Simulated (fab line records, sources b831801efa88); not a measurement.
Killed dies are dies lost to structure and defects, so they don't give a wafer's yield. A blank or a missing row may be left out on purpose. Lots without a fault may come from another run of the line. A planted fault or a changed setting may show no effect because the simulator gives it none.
Which tool did it? | flow gf180mcu | 13 lots, 39 wafers sampled, at 5 steps of a route of 602

WHAT THE GAUGES READ, wafer by wafer
GF_V4_THK_MEAS_01.
lot  | measured     | on            | V4_CVD_00_THK (nm)
L170 | day 23 12:05 | film_metro-03 | 600 606 603
L171 | day 23 19:40 | film_metro-01 | 602 598 589
L173 | day 24 14:09 | film_metro-03 | 591 603 595
L174 | day 25 00:17 | film_metro-03 | 606 594 590
L175 | day 25 10:03 | film_metro-03 | 596 604 600
L176 | day 25 21:49 | film_metro-02 | 598 601 606
L182 | day 27 14:36 | film_metro-02 | 591 499 500
L186 | day 28 23:35 | film_metro-01 | 592 600 599
L187 | day 29 04:55 | film_metro-02 | 590 595 590
L189 | day 29 18:47 | film_metro-01 | 592 589 588
L191 | day 30 04:05 | film_metro-02 | 594 586 592
L192 | day 30 10:26 | film_metro-02 | 597 592 590
L193 | day 30 22:03 | film_metro-03 | 600 604 602

WHICH TOOL RAN EACH LOT (tool, then ch and the chambers of the sampled wafers, then the start)
lot  | GF_V3_CVD_23                  | GF_M4_SPUTTER_02             | GF_M4_METAL_ETCH_16               | GF_V4_CVD_00
L170 | cvd_w-01 ch 0,1, day 22 11:46 | pvd_sputter-03, day 22 12:28 | rie_metal-04 ch 0,1, day 23 11:20 | hdpcvd-01 ch 0,1,2, day 23 12:01
L171 | cvd_w-02 ch 0,1, day 22 18:57 | pvd_sputter-03, day 22 19:41 | rie_metal-01 ch 0,1, day 23 18:58 | hdpcvd-01 ch 0,1,2, day 23 19:36
L173 | cvd_w-02 ch 0,1, day 23 13:41 | pvd_sputter-04, day 23 14:24 | rie_metal-01 ch 0,1, day 24 13:25 | hdpcvd-01 ch 0,1,2, day 24 14:04
L174 | cvd_w-01 ch 0,1, day 24 00:02 | pvd_sputter-01, day 24 00:45 | rie_metal-04 ch 1, day 24 23:29   | hdpcvd-02 ch 0,1, day 25 00:13
L175 | cvd_w-01 ch 0,1, day 24 10:17 | pvd_sputter-04, day 24 11:05 | rie_metal-01 ch 0,1, day 25 09:17 | hdpcvd-01 ch 0,1, day 25 09:56
L176 | cvd_w-02 ch 0,1, day 24 22:30 | pvd_sputter-01, day 24 23:13 | rie_metal-02 ch 0,1, day 25 21:07 | hdpcvd-02 ch 0,1,2, day 25 21:45
L182 | cvd_w-01 ch 0,1, day 26 16:23 | pvd_sputter-04, day 26 17:06 | rie_metal-04 ch 0, day 27 13:40   | hdpcvd-01 ch 1,2, day 27 14:32
L186 | cvd_w-01 ch 0,1, day 28 03:28 | pvd_sputter-01, day 28 04:11 | rie_metal-02 ch 0,1, day 28 22:50 | hdpcvd-02 ch 0,1, day 28 23:31
L187 | cvd_w-01 ch 0,1, day 28 07:51 | pvd_sputter-01, day 28 08:32 | rie_metal-02 ch 0,1, day 29 04:11 | hdpcvd-02 ch 0,1,2, day 29 04:50
L189 | cvd_w-01 ch 0,1, day 28 22:07 | pvd_sputter-04, day 28 22:50 | rie_metal-01 ch 0,1, day 29 18:04 | hdpcvd-02 ch 0,1,2, day 29 18:43
L191 | cvd_w-02 ch 1, day 29 07:40   | pvd_sputter-01, day 29 08:30 | rie_metal-01 ch 0,1, day 30 03:16 | hdpcvd-02 ch 1,2, day 30 04:00
L192 | cvd_w-01 ch 0,1, day 29 14:15 | pvd_sputter-04, day 29 14:56 | rie_metal-04 ch 0,1, day 30 09:44 | hdpcvd-02 ch 1,2, day 30 10:21
L193 | cvd_w-01 ch 0,1, day 30 01:49 | pvd_sputter-03, day 30 02:32 | rie_metal-02 ch 0,1, day 30 21:17 | hdpcvd-01 ch 1,2, day 30 21:58
- GF_V3_CVD_23: deposits W, target thk 350 nm, time 104.9 s.
- GF_M4_SPUTTER_02: material AlCu, target thk 450 nm, time 23.9 s.
- GF_M4_METAL_ETCH_16: etches the open film in Cl2/BCl3, stops on SiO2, target depth 627.5 nm, time 104.6 s.
- GF_V4_CVD_00: deposits SiO2, target thk 600 nm, time 100 s.

WHAT THE TOOLS THEMSELVES READ (means of the sampled wafers that have a number; where no wafer has one, the mark that the record gives instead)
GF_V3_CVD_23.
lot  | tool     | heater_power_w (W)
L170 | cvd_w-01 | 909
L171 | cvd_w-02 | 935
L173 | cvd_w-02 | 928
L174 | cvd_w-01 | 911
L175 | cvd_w-01 | 910
L176 | cvd_w-02 | 914
L182 | cvd_w-01 | 817
L186 | cvd_w-01 | 824
L187 | cvd_w-01 | 810
L189 | cvd_w-01 | 918
L191 | cvd_w-02 | 934
L192 | cvd_w-01 | 912
L193 | cvd_w-01 | 814

GF_M4_SPUTTER_02.
lot  | tool           | throttle_valve_pct (%)
L170 | pvd_sputter-03 | 29.7
L171 | pvd_sputter-03 | 29.4
L173 | pvd_sputter-04 | 29.4
L174 | pvd_sputter-01 | 30.3
L175 | pvd_sputter-04 | 30.5
L176 | pvd_sputter-01 | 30.5
L182 | pvd_sputter-04 | 30.1
L186 | pvd_sputter-01 | 30.4
L187 | pvd_sputter-01 | 30.3
L189 | pvd_sputter-04 | 29.9
L191 | pvd_sputter-01 | 30.4
L192 | pvd_sputter-04 | 30.3
L193 | pvd_sputter-03 | 29.6

GF_M4_METAL_ETCH_16.
lot  | tool         | chamber_pressure_mTorr (mTorr) | drypump_motor_current_A (A) | oes_product_au (a.u.) | throttle_valve_pct (%)
L170 | rie_metal-04 | 7.996                          | 6.1                         | 0.975                 | 28.252
L171 | rie_metal-01 | 7.995                          | 6.1                         | 0.960                 | 28.258
L173 | rie_metal-01 | 8.005                          | 6.1                         | 0.970                 | 28.245
L174 | rie_metal-04 | 8.001                          | 6.2                         | 0.982                 | 28.239
L175 | rie_metal-01 | 7.997                          | 6.0                         | 0.971                 | 28.254
L176 | rie_metal-02 | 7.995                          | 5.5                         | 0.973                 | 28.238
L182 | rie_metal-04 | 8.004                          | 5.9                         | 0.973                 | 28.244
L186 | rie_metal-02 | 7.999                          | 5.5                         | 0.967                 | 28.248
L187 | rie_metal-02 | 7.997                          | 5.3                         | 0.971                 | 28.247
L189 | rie_metal-01 | 7.997                          | 6.0                         | 0.965                 | 28.253
L191 | rie_metal-01 | 8.001                          | 6.1                         | 0.969                 | 28.249
L192 | rie_metal-04 | 8.009                          | 6.0                         | 0.965                 | 28.252
L193 | rie_metal-02 | 7.995                          | 5.5                         | 0.969                 | 28.271

GF_V4_CVD_00.
lot  | tool      | sih4_flow_sccm (sccm)
L170 | hdpcvd-01 | 60.12
L171 | hdpcvd-01 | 59.85
L173 | hdpcvd-01 | 59.87
L174 | hdpcvd-02 | 60.00
L175 | hdpcvd-01 | 59.94
L176 | hdpcvd-02 | 59.88
L182 | hdpcvd-01 | 53.86
L186 | hdpcvd-02 | 60.16
L187 | hdpcvd-02 | 60.20
L189 | hdpcvd-02 | 60.07
L191 | hdpcvd-02 | 60.21
L192 | hdpcvd-02 | 60.08
L193 | hdpcvd-01 | 60.00

THE ANSWER, worked out from the rows above alone
Rule: what is usual is taken from the lots themselves. Put in order of their means at a reading, lots are off if they are a third of the lots or fewer, leave a main group of 4 or more, and stand apart from it by a gap of 3 or more times the standard deviation of the main group's means; of several such gaps the widest counts. A main group whose means are all the same, to the digits that the tables above print for the reading, isn't used. A lot without any number at a reading at which 4 lots or more have one is off too. The other lots that the step has rows for count as sound. The gauges are gone through in route order, then the tools' own readings, and for those a lot's mean is taken as printed above. The first step at which some lot is off is used, and at that step the reading that is off furthest; a lot without a number counts as furthest.
Off: L182, at GF_V4_THK_MEAS_01 (V4_CVD_00_THK). The main group: mean 596 nm, standard deviation 4.4.
A tool fits if, at a process step before that reading, it ran every lot that is off, and no sound lot after the first of them. The gauges at GF_V4_THK_MEAS_01 aren't tried: what is off there is off at GF_V3_CVD_23 too, on other tools, and a gauge's error can't cause that. None of those tried fits.

WHAT THE SIMULATOR HAD PUT IN
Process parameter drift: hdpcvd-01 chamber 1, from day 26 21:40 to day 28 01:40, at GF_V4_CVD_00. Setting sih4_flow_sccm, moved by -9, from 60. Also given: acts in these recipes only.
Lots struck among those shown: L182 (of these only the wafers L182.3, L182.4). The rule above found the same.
